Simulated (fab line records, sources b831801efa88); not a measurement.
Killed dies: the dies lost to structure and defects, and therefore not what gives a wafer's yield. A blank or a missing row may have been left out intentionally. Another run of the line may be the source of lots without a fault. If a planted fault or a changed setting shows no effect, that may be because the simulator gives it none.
fab line records | flow sky130 | part 2 of 2: steps 44 to 44 of 44
record: lots: 6 | wafers: 18 | last_day: 50
route steps=708 shown SONOS_TUNNEL@160 SONOS_ONO@168 GATE_OXIDE@187 PAD_OPEN@708
lots that met no fault: from a run of the same line without faults
start_h: hours from the record's opening day to when the first of the lot's shown wafers began | wait_h: how many hours have passed since the lot's step before this one | " as in the row above | L1.1+2: one row covering several wafers at once | - no value, or no start given | * or withheld: withheld | < > ~ a bound
route shown NAME@n: names a module that has steps shown in the file, with the first one's number in the route | usual: mean and standard deviation over wafers with no fault | same: alike in all rows | chamber/n: place in a boat | sites: readings site by site | _std_site: how widely they spread, as a standard deviation | _edge_site: outer sites' mean less inner sites' | radius_mm: how far each site lies from the wafer's centre | mask NAME#n: copy n | behind: the last tool/chamber to shape the wafer | hold: why the lot went on hold/how many hours it stayed there/how the hold came to an end | device: transistor that didn't switch, given as n, p or np | end of line: the tests these same wafers got at the end of their route | a step with no rows: only its recipe | killed: dies that structure and defects cost at the first sort, which is not the same as the wafer's yield | map: the dies of a wafer, with x for killed, . for not killed, _ for no die there
set.NAME: the setting as run; set.NAME@STEP: as run at that earlier step | model.NAME: the simulator's own value behind a step, which no gauge read
a table for each step, a row for each wafer; lots at some steps of the route
services: the hour from which a tool's chamber was out of use, counted from the record's first day as start_h (under 0 if before that day), plus the number of hours and why
== steps ==
step: SKY_PAD_OPEN_PROBE_99
usual: killed_at_M0_to_M3: 43/7.5 | killed_at_M4_up: 3.2/1.9 | killed_at_contacts: 24/4.9 | killed_at_front_end: 15/4.3 | killed_dies: 86/9.1 | killed_open: 47/6.5 | killed_short: 39/6.5
same: gross_dies: 492 | killed_at_back_side: 0 | killed_at_other: 0
lot.wafer | tool      | chamber | start_h | wait_h | killed_at_M0_to_M3 | killed_at_M4_up | killed_at_contacts | killed_at_front_end | killed_dies | killed_open | killed_short | model.etest.sonos_erased.drive_ua_um | model.etest.sonos_uncharged.r_on_ohm_um | model.etest.cap_ono.gate_log10_a_cm2 | model.etest.cap_ono.gate_bv_v | model.etest.cap_ono.tox_acc_nm | model.etest.sonos_programmed.vt_v | model.etest.sonos_erased.vt_v | model.etest.sonos_baked.vt_v
L805.1    | prober-02 | -       | 1100.95 | 0.1    | 43                 | 5               | 17                 | 12                  | 77          | 45          | 32           | 201.6                                | 798.1                                   | -7.775                               | 16.11                         | 12.7                           | 1.54                              | -2.382                        | 1.042
L805.3    | prober-02 | -       | 1101.05 | 0.2    | 53                 | 4               | 25                 | 11                  | 93          | 57          | 36           | 172.2                                | 800.8                                   | -7.867                               | 16.59                         | 12.82                          | 1.519                             | -2.295                        | 0.9894
L805.6    | prober-02 | -       | 1101.20 | 0.2    | 46                 | 3               | 28                 | 12                  | 89          | 45          | 44           | 202                                  | 794.7                                   | -7.798                               | 16.49                         | 12.73                          | 1.557                             | -2.345                        | 1.02
L812.2    | prober-01 | -       | 1148.83 | 0.1    | 44                 | 2               | 28                 | 14                  | 88          | 56          | 32           | 172                                  | 811.9                                   | -8.618                               | 17.16                         | 13.43                          | 1.171                             | -2.029                        | 0.7534
L812.3    | prober-01 | -       | 1148.88 | 0.2    | 42                 | 1               | 18                 | 23                  | 84          | 42          | 40           | 168.2                                | 819                                     | -8.457                               | 17.41                         | 13.22                          | 1.258                             | -2.098                        | 0.8361
L812.4    | prober-01 | -       | 1148.93 | 0.2    | 62                 | 2               | 27                 | 19                  | 110         | 55          | 55           | 133                                  | 813.7                                   | -8.694                               | 16.7                          | 13.43                          | 1.179                             | -1.962                        | 0.7559
L813.2    | prober-02 | -       | 1151.04 | 0.1    | 58                 | 3               | 25                 | 20                  | 106         | 49          | 57           | 156.7                                | 836.9                                   | -8.465                               | 16.72                         | 13.32                          | 1.253                             | -2.079                        | 0.8107
L813.4    | prober-02 | -       | 1151.14 | 0.2    | 38                 | 6               | 25                 | 17                  | 86          | 53          | 33           | 153.1                                | 795.9                                   | -8.586                               | 17.14                         | 13.37                          | 1.232                             | -2.057                        | 0.7805
L813.6    | prober-02 | -       | 1151.24 | 0.2    | 56                 | 1               | 24                 | 15                  | 96          | 51          | 45           | 202.7                                | 827                                     | -8.385                               | 16.73                         | 13.23                          | 1.256                             | -2.188                        | 0.7893
L823.1    | prober-01 | -       | 1191.11 | 0.1    | 25                 | 1               | 27                 | 16                  | 69          | 42          | 27           | 191.7                                | 827.6                                   | -8.191                               | 16.69                         | 13.06                          | 1.398                             | -2.175                        | 0.9306
L823.4    | prober-01 | -       | 1191.26 | 0.2    | 43                 | 3               | 20                 | 10                  | 76          | 40          | 36           | 156.4                                | 806.2                                   | -8.165                               | 16.33                         | 13.08                          | 1.423                             | -2.14                         | 0.9469
L823.6    | prober-01 | -       | 1191.36 | 0.2    | 57                 | 3               | 23                 | 13                  | 96          | 48          | 44           | 190                                  | 814                                     | -7.962                               | 16.8                          | 12.87                          | 1.518                             | -2.249                        | 1.024
L822.3    | prober-02 | -       | 1192.71 | 0.2    | 35                 | 3               | 27                 | 18                  | 83          | 48          | 35           | 202.3                                | 807.6                                   | -7.982                               | 17.03                         | 12.98                          | 1.428                             | -2.274                        | 0.9274
L822.4    | prober-02 | -       | 1192.76 | 0.2    | 36                 | 4               | 18                 | 18                  | 76          | 47          | 29           | 174.9                                | 815.6                                   | -8.063                               | 16.71                         | 12.99                          | 1.414                             | -2.244                        | 0.9257
L822.5    | prober-02 | -       | 1192.81 | 0.2    | 36                 | 4               | 18                 | 14                  | 72          | 42          | 30           | 186.3                                | 811.7                                   | -7.918                               | 16.03                         | 12.9                           | 1.486                             | -2.278                        | 0.9607
L826.1    | prober-01 | -       | 1207.90 | 0.1    | 59                 | 2               | 17                 | 8                   | 86          | 49          | 37           | 223.1                                | 793.8                                   | -7.889                               | 16.61                         | 12.79                          | 1.528                             | -2.332                        | 1.048
L826.5    | prober-01 | -       | 1208.10 | 0.2    | 46                 | 5               | 22                 | 9                   | 82          | 43          | 39           | 175.7                                | 800.6                                   | -8.092                               | 16.73                         | 12.97                          | 1.437                             | -2.212                        | 0.9734
L826.6    | prober-01 | -       | 1208.15 | 0.2    | 45                 | 4               | 30                 | 16                  | 95          | 54          | 40           | 220.6                                | 794.4                                   | -8.041                               | 16.49                         | 12.92                          | 1.44                              | -2.29                         | 0.9469
killed by level:class
L805.1 CONTACT:geometric_particle:open=10 VIA1:geometric_particle:open=9 VIA3:geometric_particle:open=8 FIELD_ISO:geometric_particle:open=6 METAL2:geometric_particle:short=5 VIA1:geometric_particle:short=5 LI_CONTACT:geometric_particle:open=4 METAL4:geometric_particle:short=4
L805.3 VIA1:geometric_particle:open=17 CONTACT:geometric_particle:open=15 METAL2:geometric_particle:short=10 FIELD_ISO:geometric_particle:short=5 LI_CONTACT:geometric_particle:open=5 POLY_GATE:geometric_particle:short=5 VIA2:geometric_particle:open=5 VIA3:geometric_particle:open=5
L805.6 METAL2:geometric_particle:short=9 CONTACT:geometric_particle:short=9 LI_CONTACT:geometric_particle:open=8 VIA1:geometric_particle:open=7 CONTACT:geometric_particle:open=7 VIA2:geometric_particle:open=6 VIA2:geometric_particle:short=5 VIA3:geometric_particle:open=5
L812.2 CONTACT:geometric_particle:open=12 VIA1:geometric_particle:open=12 VIA2:geometric_particle:open=8 METAL2:geometric_particle:short=8 VIA1:geometric_particle:short=6 LI_CONTACT:geometric_particle:open=5 LOCAL_INTERCONNECT:geometric_particle:short=4 VIA3:geometric_particle:open=4
L812.3 VIA3:geometric_particle:open=10 FIELD_ISO:geometric_particle:open=7 METAL1:geometric_particle:short=6 CONTACT:geometric_particle:open=6 METAL2:geometric_particle:short=6 CONTACT:geometric_particle:short=5 POLY_GATE:geometric_particle:open=4 LI_CONTACT:geometric_particle:open=4
L812.4 VIA1:geometric_particle:open=18 CONTACT:geometric_particle:open=10 VIA1:geometric_particle:short=8 LOCAL_INTERCONNECT:geometric_particle:short=7 METAL2:geometric_particle:short=7 VIA3:geometric_particle:open=7 VIA2:geometric_particle:open=6 VIA3:geometric_particle:short=6
L813.2 VIA1:geometric_particle:short=12 VIA1:geometric_particle:open=11 VIA3:geometric_particle:open=10 METAL2:geometric_particle:short=8 LOCAL_INTERCONNECT:geometric_particle:short=6 CONTACT:geometric_particle:short=6 CONTACT:geometric_particle:open=6 POLY_GATE:geometric_particle:open=5
L813.4 VIA1:geometric_particle:open=12 CONTACT:geometric_particle:open=10 LI_CONTACT:geometric_particle:open=7 VIA1:geometric_particle:short=6 FIELD_ISO:geometric_particle:open=5 VIA3:geometric_particle:open=5 LOCAL_INTERCONNECT:geometric_particle:short=4 POLY_GATE:geometric_particle:short=4
L813.6 CONTACT:geometric_particle:open=10 VIA2:geometric_particle:open=8 VIA1:geometric_particle:open=8 LI_CONTACT:geometric_particle:open=7 FIELD_ISO:geometric_particle:short=6 METAL1:geometric_particle:short=6 VIA1:geometric_particle:short=6 METAL2:geometric_particle:short=6
L823.1 CONTACT:geometric_particle:open=9 FIELD_ISO:geometric_particle:open=8 LI_CONTACT:geometric_particle:open=7 VIA1:geometric_particle:open=6 CONTACT:geometric_particle:short=6 FIELD_ISO:geometric_particle:short=4 VIA3:geometric_particle:open=4 POLY_GATE:geometric_particle:short=3
L823.4 VIA1:geometric_particle:open=9 VIA3:geometric_particle:open=9 CONTACT:geometric_particle:short=7 LI_CONTACT:geometric_particle:open=5 CONTACT:geometric_particle:open=5 METAL1:geometric_particle:short=5 VIA1:geometric_particle:short=4 VIA2:geometric_particle:short=4
L823.6 VIA1:geometric_particle:open=13 CONTACT:geometric_particle:open=11 VIA1:geometric_particle:short=9 METAL1:geometric_particle:short=8 VIA3:geometric_particle:open=6 METAL2:geometric_particle:short=6 VIA2:geometric_particle:open=6 LI_CONTACT:geometric_particle:open=4
L822.3 VIA3:geometric_particle:open=8 CONTACT:geometric_particle:open=7 CONTACT:geometric_particle:short=7 VIA2:geometric_particle:open=7 LOCAL_INTERCONNECT:geometric_particle:short=6 POLY_GATE:geometric_particle:open=5 LI_CONTACT:geometric_particle:open=5 VIA1:geometric_particle:open=5
L822.4 VIA1:geometric_particle:open=10 POLY_GATE:geometric_particle:open=8 VIA1:geometric_particle:short=6 CONTACT:geometric_particle:short=5 CONTACT:geometric_particle:open=5 FIELD_ISO:geometric_particle:open=4 LI_CONTACT:geometric_particle:open=4 VIA2:geometric_particle:open=4
L822.5 VIA1:geometric_particle:open=7 CONTACT:geometric_particle:open=6 VIA2:geometric_particle:short=6 VIA3:geometric_particle:open=6 LI_CONTACT:geometric_particle:open=5 METAL2:geometric_particle:short=5 METAL3:geometric_particle:short=5 FIELD_ISO:geometric_particle:open=4
L826.1 VIA1:geometric_particle:open=14 VIA2:geometric_particle:open=11 LOCAL_INTERCONNECT:geometric_particle:short=7 METAL1:geometric_particle:short=7 METAL2:geometric_particle:short=7 METAL3:geometric_particle:short=6 VIA3:geometric_particle:open=6 LI_CONTACT:geometric_particle:open=5
L826.5 METAL2:geometric_particle:short=11 VIA1:geometric_particle:open=9 CONTACT:geometric_particle:open=8 VIA3:geometric_particle:open=7 LI_CONTACT:geometric_particle:open=5 FIELD_ISO:geometric_particle:open=4 CONTACT:geometric_particle:short=4 METAL1:geometric_particle:short=4
L826.6 CONTACT:geometric_particle:open=14 VIA1:geometric_particle:open=9 LI_CONTACT:geometric_particle:open=7 VIA2:geometric_particle:open=7 FIELD_ISO:geometric_particle:short=6 FIELD_ISO:geometric_particle:open=5 CONTACT:geometric_particle:short=5 METAL1:geometric_particle:short=5
== services ==
tool            | chamber | start_h | hours | kind
plasma_asher-04 | -       | 253.38  | 13.3  | repair
rie_diel-04     | 3       | 253.74  | 6.7   | repair
wet_bench-02    | -       | 278.23  | 3.2   | repair
lpcvd-03        | -       | 280.62  | 0.8   | repair
rie_diel-02     | 0       | 282.18  | 15.1  | repair
plasma_asher-02 | -       | 294.22  | 3.1   | repair
rie_diel-04     | 3       | 294.63  | 3.6   | repair
rie_diel-02     | 3       | 294.66  | 10.4  | repair
rie_diel-02     | 3       | 306.28  | 9.0   | repair
lpcvd-03        | -       | 313.22  | 1.4   | repair
rie_diel-01     | 0       | 315.68  | 21.4  | repair
plasma_asher-04 | -       | 321.02  | 0.4   | repair
wet_bench-04    | -       | 351.58  | 6.4   | repair
plasma_asher-04 | -       | 352.44  | 2.8   | pm
lpcvd-03        | -       | 367.02  | 6.0   | pm
rie_diel-04     | 0       | 375.27  | 2.9   | repair
rie_diel-01     | 2       | 383.39  | 4.2   | repair
rie_diel-01     | 1       | 397.16  | 2.6   | repair
rie_diel-01     | 3       | 399.01  | 16.0  | repair
plasma_asher-02 | -       | 421.25  | 9.0   | pm
wet_bench-02    | -       | 425.89  | 1.9   | pm
wet_bench-03    | -       | 432.27  | 35.9  | pm
wet_bench-04    | -       | 457.97  | 1.9   | pm
plasma_asher-03 | -       | 484.67  | 0.5   | repair
== key ==
first_sign: step: SKY_SONOS_ONO_CVD_04 | reading: pressure_mtorr | direction: up | sigmas: 99+ | usual: 400.0 | struck: 479.7
effect: step: SKY_SONOS_ONO_THK_MEAS_05 | reading: SONOS_ONO_CVD_04_THK | direction: up | sigmas: 5.6 | usual: 5.69 | struck: 6.28
model_effect: step: SKY_SONOS_ONO_CVD_04 | value: SiO2_of_SONOS_ONO_CVD_04.thk_nm | without: 5.72 | struck: 6.266
model_effect: step: SKY_GATE_OXIDE_CLEAN_15 | value: SiO2_of_SONOS_ONO_CVD_04.thk_nm | without: 4.193 | struck: 4.739
model_effect: step: SKY_PAD_OPEN_PROBE_99 | value: etest.sonos_erased.drive_ua_um | without: 193.4 | struck: 164.3
met_at SKY_SONOS_ONO_CVD_04
struck_wafers L812.2,L812.3,L812.4,L813.2,L813.4,L813.6
tester_left_out L812,L813
onset_between 272.91 331.48
fault: kind: process_parameter_drift | tool: lpcvd-03 | chamber: 0 | onset_h: 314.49 | steps: SKY_SONOS_ONO_CVD_04 | channel: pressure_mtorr | offset: 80 | shape: step | end_h: 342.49 | stated: 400
tester_left_out: of these lots the tester's yield and bins aren't shown, on N5 and GAA mostly nor the transistor test; their killed dies are dies lost to structure and defects alone, not to doping, threshold or leakage, so they don't give the yield
